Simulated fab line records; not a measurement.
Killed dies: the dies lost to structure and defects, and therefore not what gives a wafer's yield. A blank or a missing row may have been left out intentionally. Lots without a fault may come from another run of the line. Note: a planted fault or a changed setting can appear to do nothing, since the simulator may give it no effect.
The tool behind it: which one?    flow gf180mcu    24 lots, 72 wafers sampled, at 6 steps of a route of 602

WHAT THE GAUGES READ, wafer by wafer
GF_V4_OVL_MEAS_15.
lot   measured      on          V4_OVL (nm)
L074  day 24 13:41  overlay-02  -4 -6 2
L075  day 25 04:18  overlay-01  9 -6 2
L076  day 25 04:57  overlay-01  1 5 5
L078  day 25 16:53  overlay-02  6 11 14
L077  day 25 22:10  overlay-01  5 9 4
L079  day 26 03:34  overlay-01  -3 5 -2
L080  day 26 12:58  overlay-01  1 0 -6
L081  day 26 22:53  overlay-02  3 -1 -2
L082  day 26 23:23  overlay-02  1 5 5
L083  day 27 09:44  overlay-01  -5 3 -1
L084  day 27 17:17  overlay-02  -9 -5 5
L085  day 28 02:15  overlay-01  12 3 10
L086  day 28 08:13  overlay-01  6 10 0
L087  day 28 13:51  overlay-01  6 9 5
L088  day 28 23:41  overlay-02  18 7 14
L089  day 29 07:35  overlay-01  -2 -3 -1
L090  day 29 12:24  overlay-02  5 4 -1
L091  day 29 18:36  overlay-01  6 14 3
L092  day 30 03:31  overlay-01  5 10 9
L093  day 30 10:02  overlay-02  12 9 14
L094  day 30 12:11  overlay-02  5 -2 3
L095  day 30 17:30  overlay-02  9 3 9
L096  day 31 01:38  overlay-01  -6 -1 -6
L097  day 31 08:50  overlay-01  1 3 0

EACH LOT AND THE TOOL THAT RAN IT (in order: tool; ch and the chambers of the sampled wafers; start)
lot   GF_M2_STRIP_17                       GF_V2_SPUTTER_21             GF_V3_ETCH_17                                 GF_V3_SPUTTER_22             GF_M4_METAL_ETCH_16
L074  plasmaAsher-04 ch 1, day 19 09:59    pvdSputter-03, day 20 12:10  rieDiel-02 ch 1,2,3, day 22 14:59 or earlier  pvdSputter-02, day 22 14:59  rieMetal-02 ch 0, day 23 14:13
L075  plasmaAsher-04 ch 0,1, day 20 02:18  pvdSputter-03, day 21 03:41  rieDiel-03 ch 0,1,2, day 23 05:31 or earlier  pvdSputter-02, day 23 05:31  rieMetal-01 ch 0,1, day 24 05:08
L076  plasmaAsher-02 ch 0,1, day 20 02:29  pvdSputter-02, day 21 04:05  rieDiel-02 ch 0,1,2, day 23 05:56 or earlier  pvdSputter-04, day 23 05:56  rieMetal-02 ch 0,1, day 24 05:29
L078  plasmaAsher-02 ch 0,1, day 20 16:13  pvdSputter-02, day 21 18:53  rieDiel-04 ch 0,1,2, day 23 19:17 or earlier  pvdSputter-03, day 23 19:17  rieMetal-02 ch 0,1, day 24 18:22
L077  plasmaAsher-04 ch 0,1, day 20 20:59  pvdSputter-01, day 21 23:33  rieDiel-04 ch 0,1,3, day 24 01:03 or earlier  pvdSputter-02, day 24 01:03  rieMetal-02 ch 0,1, day 24 23:33
L079  plasmaAsher-03 ch 0,1, day 21 04:32  pvdSputter-03, day 22 06:47  rieDiel-02 ch 1,2, day 24 06:44 or earlier    pvdSputter-02, day 24 06:44  rieMetal-01 ch 0,1, day 25 05:30
L080  plasmaAsher-03 ch 0, day 21 15:41    pvdSputter-03, day 22 16:32  rieDiel-02 ch 0,1, day 24 15:52 or earlier    pvdSputter-03, day 24 15:52  rieMetal-01 ch 1, day 25 14:16
L081  plasmaAsher-04 ch 0,1, day 22 01:16  pvdSputter-02, day 23 02:25  rieDiel-04 ch 0,1,2, day 25 02:04 or earlier  pvdSputter-03, day 25 02:04  rieMetal-04 ch 0,1, day 26 00:34
L082  plasmaAsher-04 ch 0,1, day 22 02:05  pvdSputter-02, day 23 03:22  rieDiel-02 ch 0,1,3, day 25 03:35 or earlier  pvdSputter-02, day 25 03:35  rieMetal-01 ch 0,1, day 26 01:21
L083  plasmaAsher-02 ch 0,1, day 22 15:17  pvdSputter-03, day 23 15:52  rieDiel-04 ch 2,3, day 25 14:43 or earlier    pvdSputter-02, day 25 14:43  rieMetal-01 ch 0,1, day 26 12:38
L084  plasmaAsher-03 ch 0,1, day 23 00:08  pvdSputter-01, day 24 00:32  rieDiel-02 ch 0,1,2, day 25 22:16 or earlier  pvdSputter-02, day 25 22:16  rieMetal-02 ch 0,1, day 26 19:53
L085  plasmaAsher-02 ch 0,1, day 23 08:32  pvdSputter-03, day 24 09:19  rieDiel-02 ch 0,1, day 26 07:20 or earlier    pvdSputter-02, day 26 07:20  rieMetal-01 ch 0,1, day 27 05:10
L086  plasmaAsher-04 ch 0,1, day 23 16:56  pvdSputter-02, day 24 16:53  rieDiel-03 ch 0,2,3, day 26 14:20 or earlier  pvdSputter-02, day 26 14:20  rieMetal-02 ch 0,1, day 27 11:12
L087  plasmaAsher-03 ch 0,1, day 23 23:20  pvdSputter-02, day 24 22:55  rieDiel-04 ch 0,1,3, day 26 20:03 or earlier  pvdSputter-04, day 26 20:03  rieMetal-01 ch 0,1, day 27 16:28
L088  plasmaAsher-02 ch 0,1, day 24 10:19  pvdSputter-02, day 25 09:47  rieDiel-04 ch 0,2,3, day 27 06:03 or earlier  pvdSputter-03, day 27 06:03  rieMetal-02 ch 0,1, day 28 02:34
L089  plasmaAsher-03 ch 0,1, day 24 19:19  pvdSputter-03, day 25 18:33  rieDiel-02 ch 0,3, day 27 14:10 or earlier    pvdSputter-03, day 27 14:10  rieMetal-04 ch 0,1, day 28 11:22
L090  plasmaAsher-03 ch 0,1, day 24 23:58  pvdSputter-02, day 25 22:59  rieDiel-03 ch 0,1,3, day 27 19:11 or earlier  pvdSputter-03, day 27 19:11  rieMetal-02 ch 0,1, day 28 16:01
L091  plasmaAsher-03 ch 0,1, day 25 07:23  pvdSputter-03, day 26 05:50  rieDiel-02 ch 0,2,3, day 28 01:38 or earlier  pvdSputter-02, day 28 01:38  rieMetal-04 ch 1, day 28 22:08
L092  plasmaAsher-03 ch 0,1, day 25 16:03  pvdSputter-02, day 26 15:10  rieDiel-03 ch 1,2,3, day 28 10:59 or earlier  pvdSputter-04, day 28 10:59  rieMetal-01 ch 0,1, day 29 07:11
L093  plasmaAsher-02 ch 0,1, day 25 23:52  pvdSputter-01, day 26 22:20  rieDiel-04 ch 0,1,2, day 28 18:17 or earlier  pvdSputter-02, day 28 18:17  rieMetal-02 ch 0,1, day 29 13:52
L094  plasmaAsher-02 ch 0,1, day 26 02:23  pvdSputter-03, day 27 01:04  rieDiel-04 ch 2,3, day 28 20:20 or earlier    pvdSputter-03, day 28 20:20  rieMetal-04 ch 0,1, day 29 16:07
L095  plasmaAsher-04 ch 0,1, day 26 09:02  pvdSputter-01, day 27 07:14  rieDiel-03 ch 1,2,3, day 29 02:32 or earlier  pvdSputter-04, day 29 02:32  rieMetal-02 ch 0,1, day 29 21:57
L096  plasmaAsher-03 ch 0, day 26 17:22    pvdSputter-02, day 27 15:29  rieDiel-02 ch 1,3, day 29 10:23 or earlier    pvdSputter-03, day 29 10:23  rieMetal-01 ch 0,1, day 30 06:16
L097  plasmaAsher-02 ch 0,1, day 27 02:43  pvdSputter-02, day 28 00:11  rieDiel-04 ch 1,2, day 29 17:50 or earlier    pvdSputter-02, day 29 17:50  rieMetal-02 ch 0,1, day 30 13:37
- GF_M2_STRIP_17: strips in O2/N2.
- GF_V2_SPUTTER_21: material Ti, target thk 15 nm, time 80.02 s.
- GF_V3_ETCH_17: etches SiO2 in C4F8/O2/Ar, stops on TiN, target depth 635 nm.
- GF_V3_SPUTTER_22: material TiN, target thk 10 nm, time 40 s.
- GF_M4_METAL_ETCH_16: etches the open film in Cl2/BCl3, stops on SiO2, target depth 750.8 nm, time 125.1 s.

AS READ BY THE TOOLS THEMSELVES (means over the sampled wafers that have a number; for cases with no such wafer, the mark the record gives instead)
GF_M2_STRIP_17.
lot   tool            drypumpMotorCurrentA (A)  heaterPowerW (W)  o2FlowSccm (sccm)  oesProductAu (a.u.)  stripTimeToEndpointS (s)
L074  plasmaAsher-04  5.5                       339               3002               0.540                7.40
L075  plasmaAsher-04  5.6                       308               2996               0.537                7.36
L076  plasmaAsher-02  6.1                       323               3002               0.536                7.38
L078  plasmaAsher-02  6.1                       316               3006               0.533                7.38
L077  plasmaAsher-04  5.6                       304               2996               0.533                7.35
L079  plasmaAsher-03  5.2                       367               2988               0.540                7.35
L080  plasmaAsher-03  5.3                       399               3003               0.541                7.33
L081  plasmaAsher-04  5.6                       304               3007               0.537                7.38
L082  plasmaAsher-04  5.6                       304               2989               0.536                7.42
L083  plasmaAsher-02  6.1                       313               3000               0.535                7.32
L084  plasmaAsher-03  5.2                       374               3005               0.537                7.37
L085  plasmaAsher-02  6.1                       316               3006               0.542                7.40
L086  plasmaAsher-04  5.6                       308               3009               0.539                7.40
L087  plasmaAsher-03  5.0                       344               2998               0.540                7.36
L088  plasmaAsher-02  6.1                       338               2999               0.536                7.31
L089  plasmaAsher-03  5.0                       335               3008               0.537                7.35
L090  plasmaAsher-03  5.2                       372               2990               0.537                7.36
L091  plasmaAsher-03  5.0                       344               3002               0.535                7.37
L092  plasmaAsher-03  5.0                       341               3005               0.532                7.35
L093  plasmaAsher-02  6.1                       318               3007               0.538                7.32
L094  plasmaAsher-02  6.1                       312               2991               0.535                7.40
L095  plasmaAsher-04  5.6                       320               3000               0.539                7.40
L096  plasmaAsher-03  5.3                       395               3008               0.532                7.38
L097  plasmaAsher-02  6.1                       338               3004               0.536                7.42

GF_V2_SPUTTER_21.
lot   tool           throttleValvePct (%)
L074  pvdSputter-03  30.2
L075  pvdSputter-03  30.4
L076  pvdSputter-02  29.7
L078  pvdSputter-02  29.9
L077  pvdSputter-01  30.3
L079  pvdSputter-03  29.8
L080  pvdSputter-03  29.7
L081  pvdSputter-02  29.7
L082  pvdSputter-02  29.4
L083  pvdSputter-03  30.4
L084  pvdSputter-01  29.9
L085  pvdSputter-03  29.8
L086  pvdSputter-02  30.0
L087  pvdSputter-02  29.3
L088  pvdSputter-02  30.2
L089  pvdSputter-03  30.4
L090  pvdSputter-02  29.5
L091  pvdSputter-03  29.8
L092  pvdSputter-02  29.9
L093  pvdSputter-01  30.4
L094  pvdSputter-03  29.8
L095  pvdSputter-01  29.6
L096  pvdSputter-02  29.6
L097  pvdSputter-02  30.5

GF_V3_ETCH_17.
lot   tool        oesProductAu (a.u.)
L074  rieDiel-02  0.858
L075  rieDiel-03  0.858
L076  rieDiel-02  0.857
L078  rieDiel-04  0.854
L077  rieDiel-04  0.860
L079  rieDiel-02  0.855
L080  rieDiel-02  0.855
L081  rieDiel-04  0.853
L082  rieDiel-02  0.856
L083  rieDiel-04  0.852
L084  rieDiel-02  0.859
L085  rieDiel-02  0.858
L086  rieDiel-03  0.859
L087  rieDiel-04  0.859
L088  rieDiel-04  0.860
L089  rieDiel-02  0.856
L090  rieDiel-03  0.856
L091  rieDiel-02  0.852
L092  rieDiel-03  0.854
L093  rieDiel-04  0.852
L094  rieDiel-04  0.858
L095  rieDiel-03  0.853
L096  rieDiel-02  0.854
L097  rieDiel-04  0.856

GF_V3_SPUTTER_22.
lot   tool           throttleValvePct (%)
L074  pvdSputter-02  30.2
L075  pvdSputter-02  29.6
L076  pvdSputter-04  29.7
L078  pvdSputter-03  29.9
L077  pvdSputter-02  29.2
L079  pvdSputter-02  30.2
L080  pvdSputter-03  30.2
L081  pvdSputter-03  30.4
L082  pvdSputter-02  29.7
L083  pvdSputter-02  29.5
L084  pvdSputter-02  30.2
L085  pvdSputter-02  29.8
L086  pvdSputter-02  29.9
L087  pvdSputter-04  29.9
L088  pvdSputter-03  30.1
L089  pvdSputter-03  30.5
L090  pvdSputter-03  30.3
L091  pvdSputter-02  30.2
L092  pvdSputter-04  29.6
L093  pvdSputter-02  29.9
L094  pvdSputter-03  30.2
L095  pvdSputter-04  29.2
L096  pvdSputter-03  30.0
L097  pvdSputter-02  29.5

GF_M4_METAL_ETCH_16.
lot   tool         drypumpMotorCurrentA (A)  mfcCl2Sccm (sccm)  oesProductAu (a.u.)  throttleValvePct (%)
L074  rieMetal-02  6.0                       80.34              0.988                28.234
L075  rieMetal-01  5.2                       80.21              0.990                28.225
L076  rieMetal-02  6.0                       80.19              0.988                28.242
L078  rieMetal-02  6.0                       79.97              0.992                28.223
L077  rieMetal-02  6.0                       80.14              0.989                28.218
L079  rieMetal-01  5.4                       80.06              0.995                28.228
L080  rieMetal-01  5.0                       79.85              0.993                28.228
L081  rieMetal-04  5.6                       79.92              0.993                28.241
L082  rieMetal-01  5.5                       79.93              0.990                28.226
L083  rieMetal-01  5.5                       80.03              0.994                28.231
L084  rieMetal-02  6.0                       79.81              0.992                28.233
L085  rieMetal-01  5.5                       79.70              0.997                28.212
L086  rieMetal-02  6.0                       79.86              0.992                28.232
L087  rieMetal-01  5.4                       80.06              0.991                28.235
L088  rieMetal-02  6.0                       80.12              0.995                28.233
L089  rieMetal-04  5.6                       79.83              0.990                28.224
L090  rieMetal-02  6.0                       80.12              0.993                28.224
L091  rieMetal-04  5.9                       80.10              0.989                28.243
L092  rieMetal-01  5.2                       80.40              0.987                28.231
L093  rieMetal-02  6.0                       79.82              0.991                28.230
L094  rieMetal-04  5.5                       80.18              0.984                28.230
L095  rieMetal-02  6.0                       79.73              0.989                28.229
L096  rieMetal-01  5.2                       79.96              0.992                28.220
L097  rieMetal-02  6.0                       80.02              0.992                28.228

THE ANSWER, worked out from the rows above alone
Rule: what is usual is taken from the lots themselves. The widest of any qualifying gaps counts: lots, ordered by their means at a reading, are off when they make up no more than a third of the lots, leave a main group of 4 or more, and stand apart from it by 3 or more times the standard deviation of that group's means. If all means in a main group match to the digits the tables above print for the reading, that group is not used. A lot without any number at a reading at which 4 lots or more have one is off too. Any other lot the step has rows for is counted as sound. First the gauges in route order, then the tools' own readings, where a lot's mean is used as printed above. The first step at which some lot is off is used, and at that step the reading that is off furthest; a lot without a number counts as furthest.
No lot is off on any of the readings shown, so nothing can be concluded from this.

WHAT HAD BEEN PUT IN BY THE SIMULATOR
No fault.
